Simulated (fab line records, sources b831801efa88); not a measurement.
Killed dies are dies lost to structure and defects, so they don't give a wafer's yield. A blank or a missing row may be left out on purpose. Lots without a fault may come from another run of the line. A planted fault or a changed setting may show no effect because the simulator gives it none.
fab line records | flow sky130
record lots=5 wafers=15 last_day=49
route steps=708 shown VT_ADJUST_NCORE@128 VT_ADJUST_HVTR@131 VT_ADJUST_PCH@143 SONOS_TUNNEL@154
lots that met no fault: from a run of the same line without faults
start_h: hours from the record's first day to the start of the lot's first wafer shown | wait_h: hours since the lot's step before | " the same as in the row above | L1.1+2: a row that stands for several wafers | - no value, or no start given | * or withheld: withheld | < > ~ a bound
route shown NAME@n: a module of which the file shows steps, and the number in the route of the first | usual: mean/standard deviation of fault-free wafers | same: alike in all rows | chamber/n: place in a boat | sites: the reading at each site | _std_site: their standard deviation | _edge_site: outer sites' mean less inner sites' | radius_mm: how far each site lies from the wafer's centre | mask NAME#n: copy n | behind: the tool/chamber that last shaped the wafer | hold: why the lot was held/for how many hours/how that ended | device: the transistor (n, p or np) that didn't switch | end of line: the same wafers' tests at the end of the route | a step without rows: its recipe alone | killed: dies lost to structure and defects at the first sort, not the wafer's yield | map: a wafer's dies, x killed, . not, _ none there
set.NAME: the setting as run; set.NAME@STEP: as run at that earlier step | model.NAME: the simulator's own value behind a step, which no gauge read
lots at some steps of the route; a table a step, a row a wafer
services: from which hour (start_h, from the record's first day; less than 0 if before it) a tool's chamber was out of use, for how many hours, and why
## steps
# step SKY_VT_ADJUST_NCORE_IMPLANT_09
# recipe species=B energy_kev=9.882 dose_cm2=2.4e+12 tilt_deg=withheld
# columns lot.wafer tool chamber start_h wait_h
L074.3+5+6 implanter-03 0 177.91 0.1
L075.1+3+6 implanter-03 0 184.29 0.0
L084.1+2+4 implanter-01 0 258.99 0.0
L087.1+3+4 implanter-01 0 280.39 0.0
L090.2+3+6 implanter-01 0 293.36 0.0
# step SKY_VT_ADJUST_NCORE_STRIP_10
# recipe chemistry=O2/N2 power_w=1400 pressure_mtorr=1500 platen_temp_c=withheld o2_flow_sccm=3000 n2_flow_sccm=300 overash_fraction=0.5
# usual drypump_motor_current_A=5.7/0.36 oes_product_au=0.715/0.0047 strip_time_to_endpoint_s=14.17/0.034
# columns lot.wafer tool chamber start_h wait_h drypump_motor_current_A oes_product_au rf_hours_counter_h strip_time_to_endpoint_s
L074.3 plasma_asher-03 0 178.05 0.1 5.8 0.719 - 14.12
L074.5 " 1 " " 5.9 0.715 - 14.15
L074.6 " 0 " " 5.8 0.709 - 14.11
L075.1 plasma_asher-04 1 184.44 0.1 5.9 0.717 36 14.14
L075.3 " 1 " " 5.8 0.709 - 14.18
L075.6 " 1 " " 5.9 0.707 - 14.22
L084.1 plasma_asher-03 1 259.14 0.1 6.0 0.716 58 14.19
L084.2 " 0 " " 5.8 0.704 58 14.17
L084.4 " 1 " " 6.0 0.711 - 14.20
L087.1 plasma_asher-01 1 280.54 0.1 5.8 0.713 16 14.23
L087.3 " 0 " " 5.3 0.710 - 14.24
L087.4 " 1 " " 5.8 0.717 - 14.18
L090.2 plasma_asher-01 0 293.49 0.1 5.3 0.712 17 14.18
L090.3 " 0 " " 5.3 0.709 - 14.16
L090.6 " 0 " " 5.3 0.711 - 14.14
# step SKY_VT_ADJUST_NCORE_TW_MEAS_11
# usual VT_ADJUST_NCORE_TW=216.6/2.7
# columns lot.wafer tool chamber start_h wait_h VT_ADJUST_NCORE_TW
L074.3 film_metro-04 - 178.13 0.1 216.6
L074.5 " - " " 215.4
L074.6 " - " " 216.5
L075.1 film_metro-02 - 184.54 0.1 218.5
L075.3 " - " " 219.2
L075.6 " - " " 219.0
L084.1 film_metro-02 - 259.24 0.1 217.3
L084.2 " - " " 217.7
L084.4 " - " " 216.5
L087.1 film_metro-04 - 280.64 0.1 212.7
L087.3 " - " " 212.3
L087.4 " - " " 213.1
L090.2 film_metro-03 - 293.60 0.1 220.0
L090.3 " - " " 219.6
L090.6 " - " " 220.3
# step SKY_VT_ADJUST_HVTR_DEHYDRATE_00
# recipe temp_c=200 time_s=60
# usual chill_plate_temp_C=23.01/0.096 heater_power_total_W=160.36/0.12
# columns lot.wafer tool chamber start_h wait_h chill_plate_temp_C heater_power_total_W
L074.3 litho_track-01 0 187.53 9.4 23.11 160.28
L074.5 " 0 " " 23.08 160.58
L074.6 " 0 " " 22.79 160.23
L075.1 litho_track-04 0 194.11 9.6 23.11 160.32
L075.3 " 0 " " 23.16 160.38
L075.6 " 0 " " 23.10 160.25
L084.1 litho_track-02 0 270.65 11.4 23.08 160.32
L084.2 " 0 " " 23.00 160.61
L084.4 " 0 " " 22.85 160.49
L087.1 litho_track-02 0 292.75 12.1 22.94 160.44
L087.3 " 0 " " 22.90 160.50
L087.4 " 0 " " 23.01 160.42
L090.2 litho_track-01 0 305.61 12.0 23.13 160.33
L090.3 " 0 " " 23.11 160.32
L090.6 " 0 " " 23.17 160.44
# step SKY_VT_ADJUST_HVTR_HMDS_01
# recipe prime_time_s=60 prime_temp_c=120
# usual chill_plate_temp_C=22.99/0.092
# columns lot.wafer tool chamber start_h wait_h chill_plate_temp_C
L074.3 litho_track-01 0 187.68 0.1 22.92
L074.5 " 0 " " 23.07
L074.6 " 0 " " 23.05
L075.1 litho_track-04 0 194.26 0.1 23.08
L075.3 " 0 " " 23.10
L075.6 " 0 " " 23.01
L084.1 litho_track-02 0 270.80 0.1 23.17
L084.2 " 0 " " 22.99
L084.4 " 0 " " 23.00
L087.1 litho_track-02 0 292.90 0.1 22.95
L087.3 " 0 " " 23.11
L087.4 " 0 " " 23.02
L090.2 litho_track-01 0 305.76 0.1 22.88
L090.3 " 0 " " 22.79
L090.6 " 0 " " 23.00
# step SKY_VT_ADJUST_HVTR_COAT_02
# recipe resist=NOVOLAK spin_rpm=3000 resist_thk_nm=1140
# usual chill_plate_temp_C=22.97/0.11
# columns lot.wafer tool chamber start_h wait_h chill_plate_temp_C
L074.3 litho_track-01 0 187.83 0.1 22.99
L074.5 " 0 " " 22.96
L074.6 " 0 " " 22.92
L075.1 litho_track-04 0 194.41 0.1 22.93
L075.3 " 0 " " 22.91
L075.6 " 0 " " 22.93
L084.1 litho_track-02 0 270.95 0.1 22.98
L084.2 " 0 " " 22.86
L084.4 " 0 " " 22.98
L087.1 litho_track-02 0 293.05 0.1 22.93
L087.3 " 0 " " 22.96
L087.4 " 0 " " 23.13
L090.2 litho_track-01 0 305.91 0.1 22.92
L090.3 " 0 " " 23.04
L090.6 " 0 " " 22.88
# step SKY_VT_ADJUST_HVTR_SOFTBAKE_03
# recipe temp_c=90 time_s=60 resist=NOVOLAK
# usual chill_plate_temp_C=22.99/0.092 heater_power_total_W=56.60/0.044
# columns lot.wafer tool chamber start_h wait_h chill_plate_temp_C heater_power_total_W
L074.3 litho_track-01 0 187.98 0.1 22.93 56.59
L074.5 " 0 " " 23.05 56.62
L074.6 " 0 " " 22.85 56.62
L075.1 litho_track-04 0 194.56 0.1 23.03 56.64
L075.3 " 0 " " 23.00 56.52
L075.6 " 0 " " 23.01 56.53
L084.1 litho_track-02 0 271.10 0.1 22.83 56.59
L084.2 " 0 " " 22.99 56.57
L084.4 " 0 " " 23.12 56.53
L087.1 litho_track-02 0 293.20 0.1 23.08 56.64
L087.3 " 0 " " 22.85 56.63
L087.4 " 0 " " 23.10 56.62
L090.2 litho_track-01 0 306.06 0.1 23.07 56.59
L090.3 " 0 " " 23.07 56.60
L090.6 " 0 " " 22.88 56.55
# step SKY_VT_ADJUST_HVTR_EXPOSE_04
# recipe mask_id=HVTRM target_cd_nm=380 na=0.6 source_shape=conventional sigma_outer=0.6 dose_mj=150
# usual stage_vel_mm_s=499.95/0.27
# same sigma_outer=0.6
# columns lot.wafer tool chamber start_h wait_h mask stage_vel_mm_s
L074.3 iline_stepper-01 0 - - HVTRM#0 499.98
L074.5 " 0 " " HVTRM#0 499.89
L074.6 " 0 " " HVTRM#0 499.81
L075.1 iline_stepper-02 0 - - HVTRM#0 500.01
L075.3 " 0 " " HVTRM#0 499.66
L075.6 " 0 " " HVTRM#0 500.20
L084.1 iline_stepper-01 0 - - HVTRM#0 500.12
L084.2 " 0 " " HVTRM#0 500.00
L084.4 " 0 " " HVTRM#0 499.97
L087.1 iline_stepper-02 0 - - HVTRM#0 499.86
L087.3 " 0 " " HVTRM#0 499.92
L087.4 " 0 " " HVTRM#0 500.42
L090.2 iline_stepper-02 0 - - HVTRM#0 499.89
L090.3 " 0 " " HVTRM#0 499.88
L090.6 " 0 " " HVTRM#0 499.49
# step SKY_VT_ADJUST_HVTR_PEB_05
# recipe temp_c=withheld time_s=* resist=NOVOLAK
# usual chill_plate_temp_C=*
# columns lot.wafer tool chamber start_h wait_h chill_plate_temp_C
L074.3 litho_track-04 0 - - *
L074.5 " 0 " " *
L074.6 " 0 " " *
L075.1 litho_track-04 0 - - *
L075.3 " 0 " " *
L075.6 " 0 " " *
L084.1 litho_track-01 0 - - *
L084.2 " 0 " " *
L084.4 " 0 " " *
L087.1 litho_track-01 0 - - *
L087.3 " 0 " " *
L087.4 " 0 " " *
L090.2 litho_track-04 0 - - *
L090.3 " 0 " " *
L090.6 " 0 " " *
# step SKY_VT_ADJUST_HVTR_DEVELOP_06
# recipe develop_time_s=60 dev_temp_c=23
# usual chill_plate_temp_C=22.99/0.11
# columns lot.wafer tool chamber start_h wait_h chill_plate_temp_C
L074.3 litho_track-04 0 198.66 0.1 23.06
L074.5 " 0 " " 23.03
L074.6 " 0 " " 22.90
L075.1 litho_track-04 0 205.36 0.1 23.06
L075.3 " 0 " " 23.03
L075.6 " 0 " " 23.18
L084.1 litho_track-01 0 283.53 0.1 23.03
L084.2 " 0 " " 22.96
L084.4 " 0 " " 23.00
L087.1 litho_track-01 0 305.43 0.1 23.29
L087.3 " 0 " " 23.22
L087.4 " 0 " " 23.08
L090.2 litho_track-04 0 319.23 0.1 22.83
L090.3 " 0 " " 22.82
L090.6 " 0 " " 22.93
# step SKY_VT_ADJUST_HVTR_CD_MEAS_07
# recipe target_cd_nm=380
# usual cd_nm=380.6/2.9
# columns lot.wafer tool chamber start_h wait_h cd_nm
L074.3 cd_sem-01 - 198.80 0.1 385.1
L074.5 " - " " 384.8
L074.6 " - " " 386.4
L075.1 cd_sem-02 - 205.51 0.1 378.9
L075.3 " - " " 379.8
L075.6 " - " " 379.8
L084.1 cd_sem-02 - 283.68 0.1 382.1
L084.2 " - " " 382.9
L084.4 " - " " 385.6
L087.1 cd_sem-02 - 305.58 0.1 383.2
L087.3 " - " " 381.6
L087.4 " - " " 383.1
L090.2 cd_sem-01 - 319.38 0.1 376.5
L090.3 " - " " 376.7
L090.6 " - " " 376.6
# step SKY_VT_ADJUST_HVTR_OVL_MEAS_08
# usual VT_ADJUST_HVTR_OVL=0.5/1.6
# columns lot.wafer tool chamber start_h wait_h VT_ADJUST_HVTR_OVL[nm]
L074.3 overlay-01 - 198.89 0.1 -0.5
L074.5 " - " " -0.5
L074.6 " - " " -0.7
L075.1 overlay-02 - 205.63 0.1 -0.5
L075.3 " - " " -0.4
L075.6 " - " " -0.1
L084.1 overlay-02 - 283.80 0.1 -1.0
L084.2 " - " " -1.7
L084.4 " - " " -1.4
L087.1 overlay-02 - 305.70 0.1 1.0
L087.3 " - " " 1.9
L087.4 " - " " -0.5
L090.2 overlay-02 - 319.48 0.1 1.6
L090.3 " - " " 0.5
L090.6 " - " " 1.2
# step SKY_VT_ADJUST_HVTR_IMPLANT_09
# recipe species=B energy_kev=10 dose_cm2=2.1e+12 tilt_deg=withheld
# columns lot.wafer tool chamber start_h wait_h
L074.3+5+6 implanter-03 0 198.96 0.1
L075.1+3+6 implanter-04 0 205.66 0.0
L084.1+2+4 implanter-01 0 283.84 0.0
L087.1+3+4 implanter-03 0 305.74 0.0
L090.2+3+6 implanter-01 0 319.54 0.0
# step SKY_VT_ADJUST_HVTR_STRIP_10
# recipe chemistry=O2/N2 power_w=1400 pressure_mtorr=1500 platen_temp_c=withheld o2_flow_sccm=3000 n2_flow_sccm=300 overash_fraction=0.5
# usual drypump_motor_current_A=5.4/0.45 oes_product_au=0.715/0.0044 strip_time_to_endpoint_s=14.16/0.034
# columns lot.wafer tool chamber start_h wait_h drypump_motor_current_A oes_product_au rf_hours_counter_h strip_time_to_endpoint_s
L074.3 plasma_asher-04 0 199.10 0.1 5.0 0.717 - 14.17
L074.5 " 0 " " 5.0 0.713 - 14.10
L074.6 " 1 " " 5.9 0.718 - 14.13
L075.1 plasma_asher-04 0 205.81 0.1 4.9 0.709 38 14.16
L075.3 " 1 " " 5.9 0.714 - 14.17
L075.6 " 1 " " 5.9 0.721 - 14.16
L084.1 plasma_asher-02 1 283.99 0.1 4.9 0.705 61 14.14
L084.2 " 0 " " 5.0 0.720 61 14.18
L084.4 " 1 " " 5.0 0.721 - 14.15
L087.1 plasma_asher-02 1 305.89 0.1 4.9 0.714 63 14.18
L087.3 " 1 " " 4.9 0.707 - 14.17
L087.4 " 0 " " 5.0 0.722 - 14.18
L090.2 plasma_asher-03 1 319.66 0.1 6.0 0.718 62 14.13
L090.3 " 1 " " 6.0 0.712 - 14.15
L090.6 " 1 " " 5.9 0.723 - 14.08
# step SKY_VT_ADJUST_HVTR_TW_MEAS_11
# usual VT_ADJUST_HVTR_TW=211.0/1.4
# columns lot.wafer tool chamber start_h wait_h VT_ADJUST_HVTR_TW
L074.3 film_metro-03 - 199.18 0.1 212.2
L074.5 " - " " 212.1
L074.6 " - " " 212.7
L075.1 film_metro-02 - 205.91 0.1 210.3
L075.3 " - " " 211.1
L075.6 " - " " 211.7
L084.1 film_metro-01 - 284.09 0.1 211.0
L084.2 " - " " 211.3
L084.4 " - " " 210.4
L087.1 film_metro-02 - 305.99 0.1 211.1
L087.3 " - " " 210.8
L087.4 " - " " 212.9
L090.2 film_metro-01 - 319.77 0.1 210.3
L090.3 " - " " 209.6
L090.6 " - " " 210.0
# step SKY_VT_ADJUST_PCH_DEHYDRATE_00
# recipe temp_c=200 time_s=60
# usual chill_plate_temp_C=22.99/0.1 heater_power_total_W=160.38/0.13
# columns lot.wafer tool chamber start_h wait_h chill_plate_temp_C heater_power_total_W
L074.3 litho_track-02 0 208.95 9.8 22.88 160.28
L074.5 " 0 " " 22.94 160.39
L074.6 " 0 " " 23.10 160.36
L075.1 litho_track-04 0 216.06 10.1 22.90 160.54
L075.3 " 0 " " 22.97 160.39
L075.6 " 0 " " 22.89 160.52
L084.1 litho_track-02 0 296.20 12.1 22.95 160.16
L084.2 " 0 " " 22.93 160.58
L084.4 " 0 " " 23.00 160.34
L087.1 litho_track-03 0 318.39 12.4 22.84 160.55
L087.3 " 0 " " 22.98 160.60
L087.4 " 0 " " 22.98 160.51
L090.2 litho_track-04 0 331.93 12.1 22.79 160.49
L090.3 " 0 " " 22.91 160.24
L090.6 " 0 " " 23.00 160.62
# step SKY_VT_ADJUST_PCH_HMDS_01
# recipe prime_time_s=60 prime_temp_c=120
# usual chill_plate_temp_C=22.99/0.13
# columns lot.wafer tool chamber start_h wait_h chill_plate_temp_C
L074.3 litho_track-02 0 209.10 0.1 23.01
L074.5 " 0 " " 22.98
L074.6 " 0 " " 22.91
L075.1 litho_track-04 0 216.21 0.1 22.80
L075.3 " 0 " " 22.78
L075.6 " 0 " " 22.97
L084.1 litho_track-02 0 296.35 0.1 23.14
L084.2 " 0 " " 23.15
L084.4 " 0 " " 23.15
L087.1 litho_track-03 0 318.54 0.1 23.13
L087.3 " 0 " " 23.20
L087.4 " 0 " " 23.25
L090.2 litho_track-04 0 332.08 0.1 23.14
L090.3 " 0 " " 23.29
L090.6 " 0 " " 23.13
# step SKY_VT_ADJUST_PCH_COAT_02
# recipe spin_rpm=2000 resist_thk_nm=3000
# usual chill_plate_temp_C=23.00/0.097
# columns lot.wafer tool chamber start_h wait_h chill_plate_temp_C
L074.3 litho_track-02 0 209.25 0.1 22.97
L074.5 " 0 " " 23.05
L074.6 " 0 " " 23.11
L075.1 litho_track-04 0 216.36 0.1 22.86
L075.3 " 0 " " 22.98
L075.6 " 0 " " 22.96
L084.1 litho_track-02 0 296.50 0.1 23.17
L084.2 " 0 " " 23.11
L084.4 " 0 " " 23.05
L087.1 litho_track-03 0 318.69 0.1 23.01
L087.3 " 0 " " 23.19
L087.4 " 0 " " 23.05
L090.2 litho_track-04 0 332.23 0.1 23.02
L090.3 " 0 " " 22.97
L090.6 " 0 " " 22.89
# step SKY_VT_ADJUST_PCH_SOFTBAKE_03
# recipe temp_c=110 time_s=withheld
# usual chill_plate_temp_C=23.01/0.11 heater_power_total_W=65.31/0.14
# columns lot.wafer tool chamber start_h wait_h chill_plate_temp_C heater_power_total_W
L074.3 litho_track-02 0 209.42 0.1 22.93 65.16
L074.5 " 0 " " 23.01 65.28
L074.6 " 0 " " 23.04 65.40
L075.1 litho_track-04 0 216.51 0.1 22.93 65.35
L075.3 " 0 " " 22.86 65.38
L075.6 " 0 " " 22.81 65.50
L084.1 litho_track-02 0 296.65 0.1 22.92 65.13
L084.2 " 0 " " 23.05 65.13
L084.4 " 0 " " 23.03 65.49
L087.1 litho_track-03 0 318.84 0.1 22.89 65.27
L087.3 " 0 " " 22.97 65.32
L087.4 " 0 " " 22.90 65.49
L090.2 litho_track-04 0 332.39 0.1 22.92 65.44
L090.3 " 0 " " 22.83 65.35
L090.6 " 0 " " 22.86 65.19
# step SKY_VT_ADJUST_PCH_EXPOSE_04
# recipe mask_id=NWM na=0.6 source_shape=conventional sigma_outer=0.6 polarization=unpolarized target_cd_nm=840 dose_mj=255
# usual stage_vel_mm_s=500.02/0.26
# same sigma_outer=0.6
# columns lot.wafer tool chamber start_h wait_h mask stage_vel_mm_s
L074.3 iline_stepper-02 0 - - NWM#0 499.72
L074.5 " 0 " " NWM#0 499.89
L074.6 " 0 " " NWM#0 500.10
L075.1 iline_stepper-01 0 - - NWM#0 500.52
L075.3 " 0 " " NWM#0 500.28
L075.6 " 0 " " NWM#0 499.98
L084.1 iline_stepper-01 0 - - NWM#0 500.35
L084.2 " 0 " " NWM#0 500.04
L084.4 " 0 " " NWM#0 499.88
L087.1 iline_stepper-01 0 - - NWM#0 499.54
L087.3 " 0 " " NWM#0 499.66
L087.4 " 0 " " NWM#0 499.71
L090.2 iline_stepper-02 0 - - NWM#0 500.04
L090.3 " 0 " " NWM#0 499.54
L090.6 " 0 " " NWM#0 500.03
# step SKY_VT_ADJUST_PCH_PEB_05
# recipe temp_c=115 time_s=withheld
# usual chill_plate_temp_C=23.00/0.11 heater_power_total_W=69.34/0.12
# columns lot.wafer tool chamber start_h wait_h chill_plate_temp_C heater_power_total_W
L074.3 litho_track-03 0 - - 23.12 69.25
L074.5 " 0 " " 22.96 69.36
L074.6 " 0 " " 22.99 69.49
L075.1 litho_track-04 0 - - 23.02 69.52
L075.3 " 0 " " 23.01 69.39
L075.6 " 0 " " 22.89 69.39
L084.1 litho_track-04 0 - - 22.98 69.40
L084.2 " 0 " " 23.03 69.32
L084.4 " 0 " " 22.94 69.53
L087.1 litho_track-02 0 - - 22.97 69.37
L087.3 " 0 " " 23.05 69.43
L087.4 " 0 " " 22.98 69.18
L090.2 litho_track-04 0 - - 23.18 69.33
L090.3 " 0 " " 23.03 69.25
L090.6 " 0 " " 23.09 69.30
# step SKY_VT_ADJUST_PCH_DEVELOP_06
# recipe wall_angle_deg=90 developer=TMAH develop_time_s=60 dev_temp_c=23
# usual chill_plate_temp_C=22.99/0.098
# columns lot.wafer tool chamber start_h wait_h chill_plate_temp_C
L074.3 litho_track-03 0 - - 22.96
L074.5 " 0 " " 22.89
L074.6 " 0 " " 22.89
L075.1 litho_track-04 0 - - 22.89
L075.3 " 0 " " 23.08
L075.6 " 0 " " 23.07
L084.1 litho_track-04 0 - - 22.98
L084.2 " 0 " " 22.97
L084.4 " 0 " " 23.05
L087.1 litho_track-02 0 - - 22.95
L087.3 " 0 " " 22.83
L087.4 " 0 " " 22.96
L090.2 litho_track-04 0 - - 22.99
L090.3 " 0 " " 22.94
L090.6 " 0 " " 22.92
# step SKY_VT_ADJUST_PCH_OVL_MEAS_07
# usual VT_ADJUST_PCH_OVL=0.5/1.3
# columns lot.wafer tool chamber start_h wait_h VT_ADJUST_PCH_OVL[nm]
L074.3 overlay-02 - 220.95 - -1.9
L074.5 " - " " 0.7
L074.6 " - " " -2.5
L075.1 overlay-02 - 227.96 - 3.0
L075.3 " - " " 1.4
L075.6 " - " " 3.4
L084.1 overlay-01 - 309.36 - 0.3
L084.2 " - " " 1.6
L084.4 " - " " 0.1
L087.1 overlay-01 - 331.85 - 0.0
L087.3 " - " " 1.1
L087.4 " - " " -0.1
L090.2 overlay-01 - 345.81 - 0.1
L090.3 " - " " -1.4
L090.6 " - " " 0.0
# step SKY_VT_ADJUST_PCH_IMPLANT_08
# recipe species=B energy_kev=10 dose_cm2=5e+11 tilt_deg=withheld
# columns lot.wafer tool chamber start_h wait_h
L074.3+5+6 implanter-02 0 221.02 0.1
L075.1+3+6 implanter-02 0 227.99 0.0
L084.1+2+4 implanter-01 0 309.39 0.0
L087.1+3+4 implanter-01 0 331.89 0.0
L090.2+3+6 implanter-01 0 345.87 0.0
# step SKY_VT_ADJUST_PCH_STRIP_09
# recipe chemistry=O2/N2 power_w=1400 pressure_mtorr=1500 platen_temp_c=withheld o2_flow_sccm=3000 n2_flow_sccm=300 overash_fraction=0.5
# usual drypump_motor_current_A=5.3/0.38 oes_product_au=0.722/0.0044 strip_time_to_endpoint_s=36.90/0.11
# columns lot.wafer tool chamber start_h wait_h drypump_motor_current_A oes_product_au rf_hours_counter_h strip_time_to_endpoint_s
L074.3 plasma_asher-02 0 221.16 0.1 5.0 0.715 - 36.95
L074.5 " 1 " " 5.0 0.724 - 37.00
L074.6 " 0 " " 5.0 0.724 - 36.99
L075.1 plasma_asher-01 0 228.14 0.1 5.3 0.712 11 36.86
L075.3 " 0 " " 5.3 0.717 - 36.90
L075.6 " 1 " " 5.8 0.713 - 36.86
L084.1 plasma_asher-04 0 309.54 0.1 4.9 0.729 48 37.07
L084.2 " 1 " " 5.9 0.723 48 36.91
L084.4 " 1 " " 5.8 0.725 - 36.96
L087.1 plasma_asher-04 0 332.04 0.1 5.0 0.719 51 36.82
L087.3 " 0 " " 5.0 0.719 - 36.89
L087.4 " 1 " " 5.9 0.722 - 36.67
L090.2 plasma_asher-02 1 345.99 0.1 5.0 0.718 68 37.08
L090.3 " 0 " " 5.1 0.721 - 37.02
L090.6 " 1 " " 4.9 0.718 - 37.09
# step SKY_VT_ADJUST_PCH_TW_MEAS_10
# usual VT_ADJUST_PCH_TW=141.5/2.2
# columns lot.wafer tool chamber start_h wait_h VT_ADJUST_PCH_TW
L074.3 film_metro-04 - 221.29 0.1 138.9
L074.5 " - " " 139.6
L074.6 " - " " 139.8
L075.1 film_metro-03 - 228.24 0.1 142.1
L075.3 " - " " 143.4
L075.6 " - " " 143.0
L084.1 film_metro-04 - 309.64 0.1 139.3
L084.2 " - " " 139.1
L084.4 " - " " 139.4
L087.1 film_metro-01 - 332.14 0.1 141.7
L087.3 " - " " 142.2
L087.4 " - " " 142.3
L090.2 film_metro-03 - 346.10 0.1 143.2
L090.3 " - " " 143.2
L090.6 " - " " 143.7
# step SKY_SONOS_TUNNEL_DEHYDRATE_00
# recipe temp_c=200 time_s=60
# usual chill_plate_temp_C=22.99/0.12 heater_power_total_W=160.37/0.13
# columns lot.wafer tool chamber start_h wait_h chill_plate_temp_C heater_power_total_W
L074.3 litho_track-02 0 231.30 10.0 23.09 160.36
L074.5 " 0 " " 23.05 160.52
L074.6 " 0 " " 23.23 160.32
L075.1 litho_track-02 0 238.80 10.5 23.04 160.47
L075.3 " 0 " " 23.06 160.16
L075.6 " 0 " " 23.03 160.39
L084.1 litho_track-02 0 322.05 12.4 23.09 160.22
L084.2 " 0 " " 22.90 160.57
L084.4 " 0 " " 22.83 160.35
L087.1 litho_track-03 0 344.94 12.8 23.06 160.20
L087.3 " 0 " " 23.00 160.40
L087.4 " 0 " " 23.03 160.25
L090.2 litho_track-02 0 359.08 13.0 23.14 160.33
L090.3 " 0 " " 22.86 160.59
L090.6 " 0 " " 22.83 160.49
# step SKY_SONOS_TUNNEL_HMDS_01
# recipe prime_time_s=60 prime_temp_c=120
# usual chill_plate_temp_C=22.99/0.1
# columns lot.wafer tool chamber start_h wait_h chill_plate_temp_C
L074.3 litho_track-02 0 231.45 0.1 23.01
L074.5 " 0 " " 22.94
L074.6 " 0 " " 22.91
L075.1 litho_track-02 0 238.95 0.1 23.07
L075.3 " 0 " " 23.09
L075.6 " 0 " " 22.95
L084.1 litho_track-02 0 322.20 0.1 22.87
L084.2 " 0 " " 22.96
L084.4 " 0 " " 23.03
L087.1 litho_track-03 0 345.09 0.1 22.93
L087.3 " 0 " " 23.01
L087.4 " 0 " " 22.89
L090.2 litho_track-02 0 359.23 0.1 22.97
L090.3 " 0 " " 22.96
L090.6 " 0 " " 23.06
# step SKY_SONOS_TUNNEL_COAT_02
# recipe resist=NOVOLAK spin_rpm=3000 resist_thk_nm=1140
# usual chill_plate_temp_C=23.03/0.11
# columns lot.wafer tool chamber start_h wait_h chill_plate_temp_C
L074.3 litho_track-02 0 231.60 0.1 22.82
L074.5 " 0 " " 23.05
L074.6 " 0 " " 22.85
L075.1 litho_track-02 0 239.10 0.1 23.17
L075.3 " 0 " " 23.18
L075.6 " 0 " " 23.19
L084.1 litho_track-02 0 322.35 0.1 22.94
L084.2 " 0 " " 22.81
L084.4 " 0 " " 22.99
L087.1 litho_track-03 0 345.24 0.1 23.10
L087.3 " 0 " " 23.10
L087.4 " 0 " " 23.09
L090.2 litho_track-02 0 359.38 0.1 23.04
L090.3 " 0 " " 23.05
L090.6 " 0 " " 23.18
# step SKY_SONOS_TUNNEL_SOFTBAKE_03
# recipe temp_c=90 time_s=60 resist=NOVOLAK
# usual chill_plate_temp_C=22.99/0.1 heater_power_total_W=56.60/0.048
# columns lot.wafer tool chamber start_h wait_h chill_plate_temp_C heater_power_total_W
L074.3 litho_track-02 0 231.75 0.1 22.83 56.61
L074.5 " 0 " " 22.90 56.69
L074.6 " 0 " " 22.89 56.64
L075.1 litho_track-02 0 239.25 0.1 22.90 56.61
L075.3 " 0 " " 22.77 56.57
L075.6 " 0 " " 22.86 56.61
L084.1 litho_track-02 0 322.50 0.1 23.08 56.55
L084.2 " 0 " " 23.02 56.63
L084.4 " 0 " " 23.35 56.65
L087.1 litho_track-03 0 345.39 0.1 23.00 56.57
L087.3 " 0 " " 22.97 56.60
L087.4 " 0 " " 23.04 56.56
L090.2 litho_track-02 0 359.53 0.1 23.00 56.64
L090.3 " 0 " " 22.93 56.67
L090.6 " 0 " " 23.14 56.69
# step SKY_SONOS_TUNNEL_EXPOSE_04
# recipe mask_id=TUNM na=0.6 source_shape=conventional sigma_outer=0.6 polarization=unpolarized target_cd_nm=410 dose_mj=136
# usual stage_vel_mm_s=499.99/0.26
# same sigma_outer=0.6
# columns lot.wafer tool chamber start_h wait_h mask stage_vel_mm_s
L074.3 iline_stepper-01 0 - - TUNM#0 500.10
L074.5 " 0 " " TUNM#0 499.60
L074.6 " 0 " " TUNM#0 499.75
L075.1 iline_stepper-01 0 - - TUNM#0 500.52
L075.3 " 0 " " TUNM#0 500.37
L075.6 " 0 " " TUNM#0 500.14
L084.1 iline_stepper-01 0 - - TUNM#0 499.77
L084.2 " 0 " " TUNM#0 499.73
L084.4 " 0 " " TUNM#0 500.20
L087.1 iline_stepper-02 0 - - TUNM#0 499.87
L087.3 " 0 " " TUNM#0 499.88
L087.4 " 0 " " TUNM#0 499.79
L090.2 iline_stepper-01 0 - - TUNM#0 500.04
L090.3 " 0 " " TUNM#0 500.04
L090.6 " 0 " " TUNM#0 499.73
# step SKY_SONOS_TUNNEL_PEB_05
# recipe temp_c=withheld time_s=* resist=NOVOLAK
# usual chill_plate_temp_C=*
# columns lot.wafer tool chamber start_h wait_h chill_plate_temp_C
L074.3 litho_track-03 0 - - *
L074.5 " 0 " " *
L074.6 " 0 " " *
L075.1 litho_track-02 0 - - *
L075.3 " 0 " " *
L075.6 " 0 " " *
L084.1 litho_track-02 0 - - *
L084.2 " 0 " " *
L084.4 " 0 " " *
L087.1 litho_track-02 0 - - *
L087.3 " 0 " " *
L087.4 " 0 " " *
L090.2 litho_track-02 0 - - *
L090.3 " 0 " " *
L090.6 " 0 " " *
# step SKY_SONOS_TUNNEL_DEVELOP_06
# recipe resist=NOVOLAK developer=TMAH develop_time_s=60 dev_temp_c=23.38
# usual chill_plate_temp_C=23.02/0.1
# columns lot.wafer tool chamber start_h wait_h chill_plate_temp_C
L074.3 litho_track-03 0 242.89 0.1 22.97
L074.5 " 0 " " 23.03
L074.6 " 0 " " 23.08
L075.1 litho_track-02 0 250.05 0.1 23.08
L075.3 " 0 " " 22.90
L075.6 " 0 " " 23.00
L084.1 litho_track-02 0 335.60 0.1 23.09
L084.2 " 0 " " 22.87
L084.4 " 0 " " 22.81
L087.1 litho_track-02 0 358.90 0.1 22.88
L087.3 " 0 " " 22.93
L087.4 " 0 " " 22.92
L090.2 litho_track-02 0 373.53 0.1 23.03
L090.3 " 0 " " 22.99
L090.6 " 0 " " 23.07
## services
# columns tool chamber start_h hours kind
implanter-03 - 162.59 3.6 pm
implanter-01 - 169.20 3.9 pm
implanter-02 - 173.09 5.6 repair
implanter-01 - 195.13 12.5 pm
implanter-04 - 207.75 8.5 repair
implanter-01 - 214.63 5.7 repair
plasma_asher-03 - 261.69 14.6 pm
iline_stepper-02 - 269.33 1.7 pm
implanter-04 - 292.84 6.4 pm
implanter-02 - 305.81 3.9 repair
plasma_asher-01 - 310.31 49.4 repair
implanter-01 - 313.53 0.5 repair
plasma_asher-01 - 330.98 1.9 repair
implanter-03 - 338.75 7.7 repair
iline_stepper-02 - 350.81 2.1 pm
iline_stepper-01 - 352.90 1.7 pm
iline_stepper-02 - 352.90 - consumable_replace:lamp
implanter-02 - 373.13 18.2 repair
implanter-03 - 373.17 1.5 repair
## key
fault none
